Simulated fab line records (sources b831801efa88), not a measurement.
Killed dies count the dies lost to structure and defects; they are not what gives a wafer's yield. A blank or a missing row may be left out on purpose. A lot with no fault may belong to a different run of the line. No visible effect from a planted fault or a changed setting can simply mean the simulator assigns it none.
Which tool was responsible?	flow gf180mcu	Sampling: 6 lots, 18 wafers, 3 of 602 route steps

== WHAT EACH GAUGE READ, for each wafer ==
GF_M3_THK_MEAS_06: measures by xrf.
lot	measured	on	M3_ALCU_THK (nm)
L651	day 21 09:40	filmMetro-02	456 449 457
L654	day 22 02:50	filmMetro-02	447 449 452
L657	day 23 09:05	filmMetro-01	447 458 463
L667	day 26 17:46	filmMetro-01	443 443 448
L669	day 27 03:45	filmMetro-03	444 452 453
L672	day 27 23:51	filmMetro-01	455 455 455

== WHAT TOOL EACH LOT RAN ON (gives the tool, then ch and the chambers of the sampled wafers, and finally the start) ==
lot	GF_M3_SPUTTER_00	GF_M3_SPUTTER_03
L651	pvdSputter-03, day 21 09:18	pvdSputter-03, day 21 09:28
L654	pvdSputter-03, day 22 02:30	pvdSputter-03, day 22 02:40
L657	pvdSputter-04, day 23 08:44	pvdSputter-04, day 23 08:54
L667	pvdSputter-03, day 26 17:26	pvdSputter-03, day 26 17:35
L669	pvdSputter-02, day 27 03:25	pvdSputter-02, day 27 03:34
L672	pvdSputter-04, day 27 23:29	pvdSputter-04, day 27 23:39
- GF_M3_SPUTTER_00: material Ti, target thk 37.5 nm, time 150 s.
- GF_M3_SPUTTER_03: material Ti, target thk 10 nm, time 6.7 s.

== THE ANSWER, worked out from the rows above alone ==
Rule: what is usual is taken from the lots themselves. The widest of any qualifying gaps counts: lots, ordered by their means at a reading, are off when they make up no more than a third of the lots, leave a main group of 4 or more, and stand apart from it by 3 or more times the standard deviation of that group's means. A main group is skipped when, at the precision printed for the reading in the tables above, its means are all equal. A lot without any number at a reading at which 4 lots or more have one is off too. The other lots that the step has rows for count as sound.
None of the lots is off at any reading shown; this tells nothing.

== WHAT THE SIMULATOR PUT IN ==
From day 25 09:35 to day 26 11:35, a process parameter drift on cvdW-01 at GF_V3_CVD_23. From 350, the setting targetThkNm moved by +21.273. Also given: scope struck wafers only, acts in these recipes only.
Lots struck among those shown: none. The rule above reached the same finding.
